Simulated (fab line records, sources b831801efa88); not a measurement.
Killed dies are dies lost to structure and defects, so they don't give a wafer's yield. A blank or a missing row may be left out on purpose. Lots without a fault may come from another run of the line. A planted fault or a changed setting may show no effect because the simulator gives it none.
Split-lot experiment | flow gf180mcu | 5 lots, 23 wafers read, on a route of 602 steps

THE SPLIT
At GF_NSD_COAT_02 (resist thk 1000 nm), the setting resist_thk_nm was moved away from the recipe's 1000 nm on 8 of the 23 wafers read, by -5.0% to +2.8%. The other wafers ran this setting at the recipe's value.

FROM THE SPLIT TO THE READING: what the file shows between them, 4 steps
- GF_NSD_SOFTBAKE_03: time 60 s
- GF_NSD_EXPOSE_04: exposes mask Nplus, target cd 400 nm
- GF_NSD_PEB_05
- GF_NSD_DEVELOP_06: develop time 62.17 s

THE READING
cd_nm, in nm, at GF_NSD_CD_MEAS_07 (target cd 400 nm). Fault-free wafers of this fab line usually give 400.7 nm, standard deviation 2 nm.

wafer  | tool, chamber at the split | resist_thk_nm as run, nm | against the recipe | cd_nm, nm | against lot-mates on the recipe
L075.2 | litho_track-02, 0          | 984.1                    | -1.6%              | 403.0     | +2.3
L075.3 | litho_track-02, 0          | 1000                     | recipe             | 401.4     | -
L075.4 | litho_track-02, 0          | 1000                     | recipe             | 400.0     | -
L075.5 | litho_track-02, 0          | 984.1                    | -1.6%              | 401.4     | +0.7
L075.6 | litho_track-02, 0          | 1000                     | recipe             | 400.8     | -
L078.1 | litho_track-04, 0          | 950.1                    | -5.0%              | 406.8     | +7.3
L078.2 | litho_track-04, 0          | 950.1                    | -5.0%              | 404.7     | +5.2
L078.3 | litho_track-04, 0          | 950.1                    | -5.0%              | 405.3     | +5.8
L078.5 | litho_track-04, 0          | 1000                     | recipe             | 399.7     | -
L078.6 | litho_track-04, 0          | 1000                     | recipe             | 399.3     | -
L079.1 | litho_track-04, 0          | 1000                     | recipe             | 401.6     | -
L079.2 | litho_track-04, 0          | 1000                     | recipe             | 400.6     | -
L079.3 | litho_track-04, 0          | 1000                     | recipe             | 399.0     | -
L079.5 | litho_track-04, 0          | 1000                     | recipe             | 400.4     | -
L079.6 | litho_track-04, 0          | 1000                     | recipe             | 399.8     | -
L080.2 | litho_track-03, 0          | 1000                     | recipe             | 398.7     | -
L080.5 | litho_track-03, 0          | 1000                     | recipe             | 400.3     | -
L080.6 | litho_track-03, 0          | 1000                     | recipe             | 399.0     | -
L083.1 | litho_track-04, 0          | 1028                     | +2.8%              | 403.6     | -0.2
L083.2 | litho_track-04, 0          | 1028                     | +2.8%              | 401.3     | -2.6
L083.3 | litho_track-04, 0          | 1028                     | +2.8%              | 401.7     | -2.2
L083.4 | litho_track-04, 0          | 1000                     | recipe             | 402.9     | -
L083.5 | litho_track-04, 0          | 1000                     | recipe             | 404.8     | -

THE FIT
A straight line over all 23 wafers: cd_nm changes by -0.575 nm for each +1% of resist_thk_nm; r = -0.55; the points scatter about the line by 1.9 nm.
The same after taking each lot's own level away (the mean of its wafers on the recipe; 23 wafers): -1.04 nm for each +1%; r = -0.92; scatter 0.99 nm.
On that fit, the largest move of resist_thk_nm shifts the reading by 5.2 nm.
The lots' own levels span 399.33 to 403.85 nm, that is 2.3 times the standard deviation above.
So the lot-to-lot level blurs the effect unless lot-mates are compared.
Check: with one of the wafers moved furthest among these (-5.0%) left out of the fit, the line predicts +4.82 nm for it against its lot-mates. It came out at +7.3 nm against them.

OTHER SPLITS ON THESE WAFERS
These wafers also went through other splits before the reading. Each is held against what the fit with the lots' levels taken away leaves over:
other split on the same wafers  | wafers away from the commonest value | r with cd_nm (lot level and that fit taken away)
GF_HV_LDD_IMPLANT_09 dose_cm2   | 10                                   | +0.00
GF_HV_LDD_EXPOSE_16 dose_mj     | 5                                    | +0.08
GF_HV_LDD_COAT_41 resist_thk_nm | 5                                    | +0.32

THE WHOLE CHAIN: every reading that the file lists as answering this split, in the file's order
step              | what it does         | reading                                                                        | change (the file's fit)              | r (the file's)
GF_NSD_COAT_02    | resist thk 1000 nm   | NOVOLAK_of_NSD_COAT_02.thk_nm (the simulator's own value, which no gauge read) | +10.1 nm for each +1% of the setting | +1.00
GF_NSD_DEVELOP_06 | develop time 62.17 s | NSD.cd_nm (the simulator's own value, which no gauge read)                     | -1.07 nm for each +1% of the setting | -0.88
GF_NSD_CD_MEAS_07 | target cd 400 nm     | cd_nm                                                                          | -1.06 nm for each +1% of the setting | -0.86
GF_NSD_STRIP_11   | strips in O2/N2      | strip_time_to_endpoint_s                                                       | withheld for each +1% of the setting | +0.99

THE FILE'S OWN FIT
cd_nm changes by -1.06 nm for each +1% of resist_thk_nm, r = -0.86.
